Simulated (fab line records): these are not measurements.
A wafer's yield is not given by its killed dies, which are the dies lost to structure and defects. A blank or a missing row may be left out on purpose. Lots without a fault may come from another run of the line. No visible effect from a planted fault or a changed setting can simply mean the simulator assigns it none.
Chamber matching -- flow gf180mcu -- cmp-01 running GF_CONTACT_CMP_04: 4 sister chambers
The step polishes SiO2. 4 wafers are shown with their chamber, then 8 later ones without.

== WAFERS, EACH WITH ITS CHAMBER ==
wafer,chamber,motor current A (A)
L129.2,0,10.2
L143.1,1,12.1
L143.2,2,12.6
L144.3,3,14.1

== WAFERS WHOSE CHAMBER IS MISSING ==
wafer,motor current A (A)
L144.4,10.7
L144.5,10.9
L146.3,11.3
L146.5,14.4
L146.6,10.1
L147.2,10.9
L147.5,11.7
L147.6,12.2

== CHAMBER TAKEN BY EACH ==
wafer,from the rows above,in truth
L144.4,can't be placed: 0 or 1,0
L144.5,can't be placed: 0 or 1 or 2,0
L146.3,can't be placed: 1 or 0 or 2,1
L146.5,3,3
L146.6,0,0
L147.2,can't be placed: 0 or 1 or 2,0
L147.5,can't be placed: 1 or 2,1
L147.6,can't be placed: 1 or 2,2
2 of 8 placed correctly. Can't be placed from these rows: 6 (the true chamber is among the candidates in 6). Number placed wrongly: 0.
How it was worked out, from the rows above alone: a wafer's distance from a chamber is the root of the sum, over the readings, of the square of ((its reading less the chamber's mean) divided by the reading's scatter). If the next closest chamber is less than 2 further off than the closest, the wafer can't be placed; otherwise it belongs to the closest. A chamber's mean is the mean of its shown wafers. The scatter: root of mean squared gap, hidden wafer to nearest shown wafer, with one shown wafer a chamber.
